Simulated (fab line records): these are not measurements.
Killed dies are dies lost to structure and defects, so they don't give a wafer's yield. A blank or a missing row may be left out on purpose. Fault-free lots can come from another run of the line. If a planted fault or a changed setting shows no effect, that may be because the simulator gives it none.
What tool caused it? ; flow gf180mcu ; 18 wafers sampled from 6 lots at 1 step of a route of 602

== WHAT EACH GAUGE READ, for each wafer ==
GF_V3_THK_MEAS_01.
lot;measured;on;V3_CVD_00_THK (nm)
L872;day 21 21:00;film-metro-03;600 615 598
L874;day 22 10:22;film-metro-04;620 597 585
L877;day 23 14:16;film-metro-03;608 605 604
L887;day 26 20:40;film-metro-03;589 606 581
L891;day 28 05:39;film-metro-03;596 594 593
L894;day 28 22:01;film-metro-03;596 602 601

== WHAT TOOL EACH LOT RAN ON (gives the tool, then ch and the chambers of the sampled wafers, and finally the start) ==
The record holds no process step before these readings.

== THE ANSWER, worked out from the rows above alone ==
Rule: the usual values come from the lots themselves. The widest of any qualifying gaps counts: lots, ordered by their means at a reading, are off when they make up no more than a third of the lots, leave a main group of 4 or more, and stand apart from it by 3 or more times the standard deviation of that group's means. If all means in a main group match to the digits the tables above print for the reading, that group is not used. Also off: a lot with no number at a reading for which 4 or more lots have one. Any other lot the step has rows for is counted as sound.
Nothing can be told from this: no lot is off at any reading shown.

== WHAT WAS PUT IN BY THE SIMULATOR ==
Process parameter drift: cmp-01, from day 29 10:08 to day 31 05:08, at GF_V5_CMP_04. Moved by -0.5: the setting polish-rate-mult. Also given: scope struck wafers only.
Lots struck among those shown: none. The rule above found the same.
